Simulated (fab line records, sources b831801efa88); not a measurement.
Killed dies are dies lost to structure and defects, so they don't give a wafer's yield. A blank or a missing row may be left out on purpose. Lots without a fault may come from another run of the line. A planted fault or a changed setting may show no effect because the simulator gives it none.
One fault seen from 2 desks | flow gf180mcu | each desk has only its own numbers; what lay behind them comes last

THE METROLOGY DESK
What the gauges read, lot by lot, whatever tool the lot ran on: means of the sampled wafers that have a number. A lot is out of limits, marked OUT, if its mean lies more than 4 standard deviations from the usual mean; the brackets give that distance.
Columns: A = V3_W_THK at GF_V3_THK_MEAS_25, usual 344 nm; B = V4_CVD_02_THK at GF_V4_THK_MEAS_03, usual 850 nm
lot  | first seen here | A   | B
L761 | day 22 21:06    | 349 | 850
L769 | day 25 04:06    | 342 | 863
L771 | day 25 17:50    | 353 | 845
L774 | day 27 03:25    | 348 | 834
L775 | day 27 06:44    | 339 | 841
L776 | day 27 12:28    | 343 | 844
L778 | day 28 17:12    | 352 | 851
L779 | day 29 02:48    | 350 | 844
L780 | day 29 03:14    | 343 | 870
L782 | day 29 12:01    | 342 | 853
L781 | day 29 18:47    | 340 | 865
L783 | day 30 00:17    | 342 | 841
This desk's finding: nothing out of limits on any of the 12 lots.

THE TOOL OWNER'S DESK: rie_metal-03
The tool's own readings at GF_M4_METAL_ETCH_16 (etches the open film in Cl2/BCl3, stops on SiO2, target depth 627.5 nm, time 104.6 s): means of the sampled wafers that have a number, for each lot that ran on this tool. A lot is out of limits, marked OUT, if its mean lies more than 4 standard deviations from the usual mean; the brackets give that distance.
Columns: A = bcl3_flow_sccm at GF_M4_METAL_ETCH_16, usual 40.00 sccm; B = bias_w at GF_M4_METAL_ETCH_16, usual 140.0 W; C = drypump_motor_current_A at GF_M4_METAL_ETCH_16, usual 5.7 A; D = oes_product_au at GF_M4_METAL_ETCH_16, usual 0.972 a.u.; E = throttle_valve_pct at GF_M4_METAL_ETCH_16, usual 28.250 %
lot  | first seen here | A     | B                       | C   | D     | E
L761 | day 23 20:32    | 40.07 | 139.8                   | 5.4 | 0.976 | 28.241
L769 | day 26 01:32    | 39.96 | 192.2 (+99 or more) OUT | 5.4 | 0.974 | 28.246
L771 | day 26 15:40    | 39.96 | 192.5 (+99 or more) OUT | 5.6 | 0.977 | 28.249
L782 | day 30 07:53    | 39.98 | 139.8                   | 5.8 | 0.967 | 28.255
This desk's finding: out of limits on L769, L771; first on L769, day 26 01:32 (bias_w at GF_M4_METAL_ETCH_16). In limits: L761, L782.

PUT TOGETHER
The tool owner's desk could have raised an alarm at day 26 01:32, on L769, L771.
The metrology desk saw nothing out of limits.
The metrology desk has L769, L771 on record, within its limits.
Of the lots named, all ran GF_M4_METAL_ETCH_16 on rie_metal-03.

WHAT THE SIMULATOR HAD PUT IN
Process parameter drift: rie_metal-03, from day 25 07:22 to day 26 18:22, at GF_M4_METAL_ETCH_16. Setting bias_w, moved by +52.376, from 140. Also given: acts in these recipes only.
Lots struck among those shown: L769, L771.
Hours from the fault's start to each desk's first reading out of limits: the tool owner's desk, 18.
